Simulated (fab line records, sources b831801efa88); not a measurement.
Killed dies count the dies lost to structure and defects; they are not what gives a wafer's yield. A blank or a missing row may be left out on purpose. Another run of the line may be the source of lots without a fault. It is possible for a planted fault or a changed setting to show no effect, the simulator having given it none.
Problem report in the 8D (eight disciplines) form, filled by code / flow gf180mcu / the parts of the form that need people (team, actions taken, sign-off) are left out

## 1. THE PROBLEM
Across 6 wafers from 2 lots, HV_LDD_2_TW at GF_HV_LDD_TW_MEAS_23 averages 1761, while fault-free wafers read 1055 with a standard deviation of 10. That puts it +71 standard deviations away from the usual mean.
First observed at day 14 04:28: wafer L621.1, on film-metro-04. Wafers with a number at this step in the record: 39, from 13 lots. Rule for "out", or "out of limits": more than 4 standard deviations from the usual mean. All remaining wafers that have a number are taken as sound.

## 2. WHAT THIS IS AND IS NOT
question=which readings at this step | is=HV_LDD_2_TW | is not=-
question=which lots | is=L621, L624 | is not=L612, L613, L615, L616, L618, L619, L623, L630, L631, L633, L634
question=which wafers of those lots | is=all that have a number | is not=-
question=read on which gauges | is=film-metro-03, film-metro-04 | is not=film-metro-02
question=when | is=from day 14 04:28 | is not=up to then (18 sound wafers); but 15 sound wafers of L623, L630, L631, L633, L634 came after

## 3. WHAT RULES OUT EACH SUSPECT
Counting: a tool at any process step up to the reading remains a suspect when it ran all the lots that are out and ran no sound lot after the first of those.
- the gauge at GF_HV_LDD_TW_MEAS_23: ruled out. The wafers that are out were read on 2 gauges (film-metro-03, film-metro-04).
- implanter-04 at GF_HV_LDD_IMPLANT_21: ruled out as a lasting fault. Sound lots L631 ran on it after its first lot that is out, L621 (day 14 04:13).
Left after counting: nothing in the record.

## 4. THE CAUSE (what the simulator had put in)
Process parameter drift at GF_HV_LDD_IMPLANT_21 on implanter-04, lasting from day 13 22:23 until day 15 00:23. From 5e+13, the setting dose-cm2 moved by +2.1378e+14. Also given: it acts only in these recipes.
The count ruled it out by mistake, since the rule takes a fault to strike every lot its tool runs from the start of the fault on, and this one did not do so.

## 5. SEQUENCE OF EFFECTS, ordered by route
Each row: a reading where the mean over the struck wafers with a number is more than 3 standard deviations away from the usual. Only readings for which the record gives a usual standard deviation are gone through. hours: the time from each lot's start at the first step in this table that gives one to its start at this step, as a median over the lots. sigmas: the change in usual standard deviations.
hours=0; step=GF_HV_LDD_IMPLANT_21; reading=beam-on-s; usual=10.02 s; on struck wafers=21.16; change=+11.14; sigmas=+56
hours=0; step=GF_HV_LDD_IMPLANT_21; reading=dose-ions-cm2; usual=5.002e+13; on struck wafers=2.638e+14; change=+2.138e+14; sigmas=+99 or more
hours=0; step=GF_HV_LDD_IMPLANT_21; reading=faraday-current-uA; usual=281; on struck wafers=704; change=+423; sigmas=+74
hours=0; step=GF_HV_LDD_TW_MEAS_23; reading=HV_LDD_2_TW; usual=1055; on struck wafers=1761; change=+706; sigmas=+71
It contains these process steps:
- GF_HV_LDD_IMPLANT_21
At these later measuring or inspecting steps, every struck wafer for which the step has a row has a number for every such reading, and none has moved that far: GF_M4_RS_MEAS_05.

## 6. WHAT WOULD HAVE CAUGHT IT SOONER
6 hours passed between the start of the fault at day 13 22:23 and the first reading out of limits at a measuring or inspecting step in this record, taken at day 14 04:28.
At GF_HV_LDD_IMPLANT_21, the tool's own readings (beam-on-s, dose-ions-cm2, faraday-current-uA) were out on each struck wafer the step has a row for, so an alarm limit on them would have fired on the first such wafer.
